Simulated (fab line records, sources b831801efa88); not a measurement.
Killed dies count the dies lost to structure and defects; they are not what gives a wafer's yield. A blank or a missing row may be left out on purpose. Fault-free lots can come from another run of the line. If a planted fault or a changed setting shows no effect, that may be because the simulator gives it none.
One fault through the eyes of 2 desks | flow sky130 | numbers are kept per desk, each desk with only its own; the story behind them comes last

## AT THE TOOL OWNER'S DESK: litho-track-01
At SKY_METAL1_SOFTBAKE_11 (time 90 s), the tool's own readings, given per lot that ran on this tool as the mean of the sampled wafers with a number. Any lot whose mean is over 4 standard deviations away from the usual mean is out of limits and marked OUT; that distance is given in the brackets.
Columns: A = heater-power-total-W at SKY_METAL1_SOFTBAKE_11, usual 57.36 W; B = run-length-s at SKY_METAL1_SOFTBAKE_11, usual 119.08 s
lot  | first seen here | A               | B
L257 | day 33 16:00    | 58.87 (+14) OUT | 112.11 (-33) OUT
L261 | day 35 11:00    | 58.82 (+13) OUT | 112.09 (-33) OUT
L269 | day 37 17:00    | 57.50           | 119.04
L270 | day 37 23:00    | 57.39           | 118.84
L272 | day 38 19:00    | 57.33           | 118.91
L273 | day 38 22:00    | 57.48           | 118.84
L275 | day 39 20:00    | 57.36           | 119.03
This desk's finding: out of limits on L257, L261; first on L257, day 33 16:00 (heater-power-total-W at SKY_METAL1_SOFTBAKE_11). L269, L270, L272, L273, L275: within limits.

## FROM THE METROLOGY DESK
What the gauges read, lot by lot, whatever tool the lot ran on: means of the sampled wafers that have a number. Any lot whose mean is over 4 standard deviations away from the usual mean is out of limits and marked OUT; that distance is given in the brackets.
Columns: A = cd-nm at SKY_METAL1_CD_MEAS_15, usual 140.3 nm
lot  | first seen here | A
L252 | day 33 02:07    | 138.5
L257 | day 34 06:13    | 141.0
L261 | day 36 00:10    | 141.3
L265 | day 37 05:35    | 139.2
L266 | day 37 06:35    | 138.5
L269 | day 38 05:56    | 142.4
L270 | day 38 13:23    | 138.8
L271 | day 39 06:38    | 138.5
L272 | day 39 07:18    | 141.7
L273 | day 39 09:42    | 141.9
L274 | day 39 14:04    | 141.1
L275 | day 40 08:23    | 140.0
This desk's finding: nothing out of limits on any of the 12 lots.

## TAKEN TOGETHER
On L257, L261, at day 33 16:00, an alarm was possible from the tool owner's desk.
Metrology desk: nothing out of limits seen.
The metrology desk has L257, L261 on record, within its limits.
On litho-track-01, each named lot ran SKY_METAL1_SOFTBAKE_11.

## WHAT THE SIMULATOR PUT IN
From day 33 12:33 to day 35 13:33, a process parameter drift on litho-track-01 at SKY_METAL1_SOFTBAKE_11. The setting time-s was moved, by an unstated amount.
Struck lots among those shown: L257, L261.
Each desk's first reading out of limits, in hours after the fault started: the tool owner's desk, 3.
